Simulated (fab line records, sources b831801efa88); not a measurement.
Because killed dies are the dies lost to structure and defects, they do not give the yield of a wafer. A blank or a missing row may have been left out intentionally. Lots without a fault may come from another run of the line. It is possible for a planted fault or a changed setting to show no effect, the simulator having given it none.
Which of the tools did it? + flow sky130 + 10 lots with 30 wafers sampled at 6 steps, on a route of 708 steps

WHAT THE GAUGES READ, wafer by wafer
SKY_SPACER_THK_MEAS_01. Usual: SPACER_CVD_00_THK gives 43.1 nm (standard deviation 0.41).
| lot  | measured     | on            | SPACER_CVD_00_THK (nm) | flag |
|------|--------------|---------------|------------------------|------|
| L366 | day 23 14:43 | film-metro-03 | 43.5 43.1 43.5         |      |
| L367 | day 23 19:51 | film-metro-04 | 43.6 43.5 43.6         |      |
| L368 | day 24 00:34 | film-metro-04 | 43.2 43.1 42.8         |      |
| L370 | day 24 18:22 | film-metro-04 | 43.3 43.3 43.0         |      |
| L371 | day 24 21:11 | film-metro-03 | 43.3 43.4 43.0         |      |
| L377 | day 27 07:46 | film-metro-04 | 43.2 43.0 43.3         |      |
| L380 | day 28 05:56 | film-metro-03 | 42.9 42.8 42.7         |      |
| L382 | day 28 18:50 | film-metro-02 | 42.8 42.9 42.4         |      |
| L383 | day 29 07:53 | film-metro-03 | 42.8 43.0 42.6         |      |
| L386 | day 29 23:26 | film-metro-04 | 43.7 43.7 43.9         |      |

SKY_RES_XHIGH_TW_MEAS_09. Usual: RES_XHIGH_TW gives 1648 (standard deviation 19).
| lot  | measured     | on            | RES_XHIGH_TW   | flag |
|------|--------------|---------------|----------------|------|
| L366 | day 27 08:29 | film-metro-04 | 1659 1649 1660 |      |
| L367 | day 27 13:04 | film-metro-01 | 1627 1630 1631 |      |
| L368 | day 27 17:59 | film-metro-04 | 1661 1654 1664 |      |
| L370 | day 28 09:51 | film-metro-01 | 1629 1625 1621 |      |
| L371 | day 28 14:38 | film-metro-03 | 1649 1651 1654 |      |
| L377 | day 30 21:58 | film-metro-01 | 1999 1996 1995 | OFF  |
| L380 | day 31 18:40 | film-metro-04 | 2048 2048 2034 | OFF  |
| L382 | day 32 07:13 | film-metro-03 | 1665 1664 1661 |      |
| L383 | day 32 20:58 | film-metro-01 | 1626 1632 1633 |      |
| L386 | day 33 12:15 | film-metro-01 | 1627 1629 1620 |      |

SKY_SD_N_RS_MEAS_18: the measuring method here is four-point-probe. Usual: RES_XHIGH_RS gives 333.6 ohm/sq (standard deviation 1.3).
| lot  | measured     | on            | RES_XHIGH_RS (ohm/sq) | flag |
|------|--------------|---------------|-----------------------|------|
| L366 | day 28 14:24 | film-metro-03 | 332.1 332.2 332.6     |      |
| L367 | day 28 18:59 | film-metro-03 | 331.3 331.9 330.5     |      |
| L368 | day 28 23:15 | film-metro-03 | 332.6 332.5 332.2     |      |
| L370 | day 29 15:36 | film-metro-01 | 333.9 332.8 333.3     |      |
| L371 | day 29 20:16 | film-metro-04 | 335.2 334.2 333.7     |      |
| L377 | day 32 02:46 | film-metro-01 | 205.1 205.6 205.8     | OFF  |
| L380 | day 32 23:40 | film-metro-04 | 204.0 204.3 204.4     | OFF  |
| L382 | day 33 11:36 | film-metro-01 | 334.8 335.6 336.8     |      |
| L383 | day 34 00:12 | film-metro-01 | 333.8 334.5 333.2     |      |
| L386 | day 34 16:18 | film-metro-04 | 333.5 332.4 332.9     |      |

WHAT TOOL EACH LOT RAN ON (gives the tool, then ch and the chambers of the sampled wafers, and finally the start)
| lot  | SKY_POLY_GATE_ETCH_16              | SKY_RES_XHIGH_IMPLANT_07        | SKY_RES_XHIGH_STRIP_08               |
|------|------------------------------------|---------------------------------|--------------------------------------|
| L366 | rie-diel-01 ch 2,3, day 17 00:32   | implanter-01 ch 0, day 27 08:14 | plasma-asher-02 ch 0,1, day 27 08:23 |
| L367 | rie-diel-03 ch 1,2, day 17 00:53   | implanter-03 ch 0, day 27 12:50 | plasma-asher-01 ch 0,1, day 27 12:57 |
| L368 | rie-diel-03 ch 0,1,2, day 17 06:44 | implanter-02 ch 0, day 27 17:44 | plasma-asher-01 ch 0,1, day 27 17:53 |
| L370 | rie-diel-01 ch 1,2,3, day 18 03:28 | implanter-02 ch 0, day 28 09:37 | plasma-asher-02 ch 0,1, day 28 09:44 |
| L371 | rie-diel-01 ch 0,2, day 18 05:50   | implanter-03 ch 0, day 28 14:24 | plasma-asher-01 ch 0,1, day 28 14:31 |
| L377 | rie-diel-02 ch 1,3, day 20 18:49   | implanter-03 ch 0, day 30 21:25 | plasma-asher-01 ch 0,1, day 30 21:52 |
| L380 | rie-diel-01 ch 1,2,3, day 21 19:59 | implanter-03 ch 0, day 31 18:07 | plasma-asher-01 ch 0,1, day 31 18:33 |
| L382 | rie-diel-02 ch 0,2,3, day 22 08:10 | implanter-01 ch 0, day 32 06:58 | plasma-asher-01 ch 0,1, day 32 07:07 |
| L383 | rie-diel-02 ch 0,2,3, day 22 22:23 | implanter-03 ch 0, day 32 20:43 | plasma-asher-04 ch 0,1, day 32 20:52 |
| L386 | rie-diel-01 ch 1,2,3, day 23 14:11 | implanter-01 ch 0, day 33 12:03 | plasma-asher-04 ch 0,1, day 33 12:10 |
- SKY_POLY_GATE_ETCH_16: etches Si3N4 in CH3F/O2, stops on poly-Si, time 147.5 s, target depth 75 nm.
- SKY_RES_XHIGH_IMPLANT_07
- SKY_RES_XHIGH_STRIP_08: strips in O2/N2.

AS READ BY THE TOOLS THEMSELVES (means over the sampled wafers that have a number; for cases with no such wafer, the mark the record gives instead)
SKY_POLY_GATE_ETCH_16. Usual: drypump-motor-current-A 5.6 A, standard deviation 0.47; oes-product-au 0.642 a.u., standard deviation 0.0055; rf-fwd-power-W 398.4 W, standard deviation 1.3; throttle-valve-pct 10.535 %, standard deviation 0.0093.
| lot  | tool        | drypump-motor-current-A (A) | oes-product-au (a.u.) | rf-fwd-power-W (W) | throttle-valve-pct (%) | flag |
|------|-------------|-----------------------------|-----------------------|--------------------|------------------------|------|
| L366 | rie-diel-01 | 5.5                         | 0.642                 | 397.1              | 10.536                 |      |
| L367 | rie-diel-03 | 5.4                         | 0.636                 | 397.6              | 10.538                 |      |
| L368 | rie-diel-03 | 5.6                         | 0.647                 | 397.1              | 10.529                 |      |
| L370 | rie-diel-01 | 5.9                         | 0.643                 | 398.1              | 10.538                 |      |
| L371 | rie-diel-01 | 5.2                         | 0.644                 | 399.7              | 10.531                 |      |
| L377 | rie-diel-02 | 5.9                         | 0.648                 | 399.2              | 10.532                 |      |
| L380 | rie-diel-01 | 5.9                         | 0.640                 | 399.3              | 10.527                 |      |
| L382 | rie-diel-02 | 5.2                         | 0.647                 | 398.3              | 10.535                 |      |
| L383 | rie-diel-02 | 5.2                         | 0.642                 | 399.9              | 10.528                 |      |
| L386 | rie-diel-01 | 6.0                         | 0.645                 | 397.7              | 10.535                 |      |

SKY_RES_XHIGH_IMPLANT_07. Usual: beam-energy-keV 20.001, standard deviation 0.0055.
| lot  | tool         | beam-energy-keV | flag |
|------|--------------|-----------------|------|
| L366 | implanter-01 | 19.995          |      |
| L367 | implanter-03 | 20.000          |      |
| L368 | implanter-02 | 19.998          |      |
| L370 | implanter-02 | 20.006          |      |
| L371 | implanter-03 | 19.999          |      |
| L377 | implanter-03 | 20.000          |      |
| L380 | implanter-03 | 20.001          |      |
| L382 | implanter-01 | 19.992          |      |
| L383 | implanter-03 | 20.000          |      |
| L386 | implanter-01 | 19.999          |      |

SKY_RES_XHIGH_STRIP_08. Usual: drypump-motor-current-A 6.0 A, standard deviation 0.56; oes-product-au 0.712 a.u., standard deviation 0.0042; strip-time-to-endpoint-s 14.27 s, standard deviation 0.042.
| lot  | tool            | drypump-motor-current-A (A) | oes-product-au (a.u.) | strip-time-to-endpoint-s (s) | flag |
|------|-----------------|-----------------------------|-----------------------|------------------------------|------|
| L366 | plasma-asher-02 | 5.6                         | 0.716                 | 14.22                        |      |
| L367 | plasma-asher-01 | 6.1                         | 0.707                 | 14.29                        |      |
| L368 | plasma-asher-01 | 6.1                         | 0.711                 | 14.28                        |      |
| L370 | plasma-asher-02 | 5.7                         | 0.711                 | 14.27                        |      |
| L371 | plasma-asher-01 | 6.1                         | 0.708                 | 14.29                        |      |
| L377 | plasma-asher-01 | 6.1                         | 0.688                 | 15.04                        | OFF  |
| L380 | plasma-asher-01 | 6.3                         | 0.689                 | 15.12                        | OFF  |
| L382 | plasma-asher-01 | 6.1                         | 0.713                 | 14.28                        |      |
| L383 | plasma-asher-04 | 6.3                         | 0.709                 | 14.24                        |      |
| L386 | plasma-asher-04 | 6.3                         | 0.711                 | 14.32                        |      |

THE ANSWER, worked out from the rows above alone
Rule: take the mean of a lot's wafers that have a number; if it is more than 3 standard deviations from the usual mean, the lot is off. Also off: a lot with no number at a reading for which 4 or more lots have one. All remaining lots with rows at the step are treated as sound. The gauges are gone through in route order, then the tools' own readings, and for those a lot's mean is taken as printed above. At the first step where some lot is off, the reading lying furthest off is the one used; lots without a number count as furthest.
Off: L377, L380, seen at SKY_RES_XHIGH_TW_MEAS_09 (RES_XHIGH_TW).
If a tool, at a process step before that reading, ran all the lots that are off and no sound lot after the first of them, it fits. The gauges at SKY_RES_XHIGH_TW_MEAS_09 aren't tried: what is off there is off at SKY_RES_XHIGH_STRIP_08 too, on other tools, and a gauge's error can't cause that. Of those tried, none fits.

WHAT THE SIMULATOR HAD PUT IN
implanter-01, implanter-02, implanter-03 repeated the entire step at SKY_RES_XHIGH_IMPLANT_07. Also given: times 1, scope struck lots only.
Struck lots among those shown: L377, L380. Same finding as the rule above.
